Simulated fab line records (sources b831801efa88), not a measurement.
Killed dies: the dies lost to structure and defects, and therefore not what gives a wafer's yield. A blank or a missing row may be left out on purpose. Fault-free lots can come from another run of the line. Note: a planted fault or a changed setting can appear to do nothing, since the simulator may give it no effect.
Matching of chambers -- flow sky130 -- cmp-01 running SKY_FIELD_ISO_CMP_27: 4 sister chambers
The step polishes, stops on Si3N4, t overpolish 16 s, target thk 457.8 nm. 16 wafers are shown with their chamber, then 8 later ones without.

## EACH WAFER AND ITS CHAMBER
wafer,chamber,motorCurrentA (A),timeToEndpointS (s),headPressurePsi (psi)
L583.3,2,11.9,106,4.002
L583.4,0,11.1,121,3.991
L583.5,0,11.0,117,4.004
L585.1,2,11.6,113,4.000
L585.2,1,12.1,115,3.988
L585.4,3,13.3,113,4.007
L586.1,1,12.5,114,4.006
L586.5,2,11.5,112,4.019
L586.6,1,11.9,118,3.996
L587.2,0,11.0,122,3.995
L587.3,3,12.9,118,3.989
L587.4,2,11.5,110,3.991
L595.2,0,11.2,112,3.995
L595.3,2,11.9,102,4.010
L595.5,1,12.4,112,3.997
L596.3,2,11.9,105,4.014

SIGNATURES (means of the wafers above)
reading,chamber 0,chamber 1,chamber 2,chamber 3,scatter within a chamber
motorCurrentA,11.075,12.225,11.717,13.100,0.213
timeToEndpointS,118.00,114.75,108.00,115.50,3.95
headPressurePsi,3.99625,3.99675,4.00600,3.99800,0.00886
Rule: for a wafer and a chamber, the distance is found by dividing, reading by reading, the gap between the wafer's reading and the chamber's mean by the reading's scatter, squaring, summing and taking the root. The wafer belongs to the nearest chamber; if the next one is less than 2 further off, it can't be placed. The scatter: the root of (the sum of the squares of (reading less its chamber's mean) over the shown wafers, divided by (wafers less chambers)).

## WAFERS WHOSE CHAMBER IS MISSING
wafer,motorCurrentA (A),timeToEndpointS (s),headPressurePsi (psi)
L596.5,12.3,114,4.019
L596.6,11.1,115,4.000
L597.4,11.7,112,4.000
L597.5,12.1,103,4.006
L597.6,12.3,111,4.010
L605.2,12.7,111,3.975
L605.3,10.8,115,3.989
L605.4,13.1,112,3.983

## WHICH CHAMBER EACH WENT THROUGH
wafer,from the rows above,in truth
L596.5,can't be placed: 1 or 2 or 3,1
L596.6,0,0
L597.4,can't be placed: 2 or 1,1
L597.5,can't be placed: 2 or 1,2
L597.6,can't be placed: 1 or 2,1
L605.2,can't be placed: 3 or 1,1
L605.3,0,0
L605.4,3,3
Correct placement for 3 of the 8. Unplaceable from these rows: 5, with the true chamber sitting among the candidates in 5. Placed wrongly: 0.
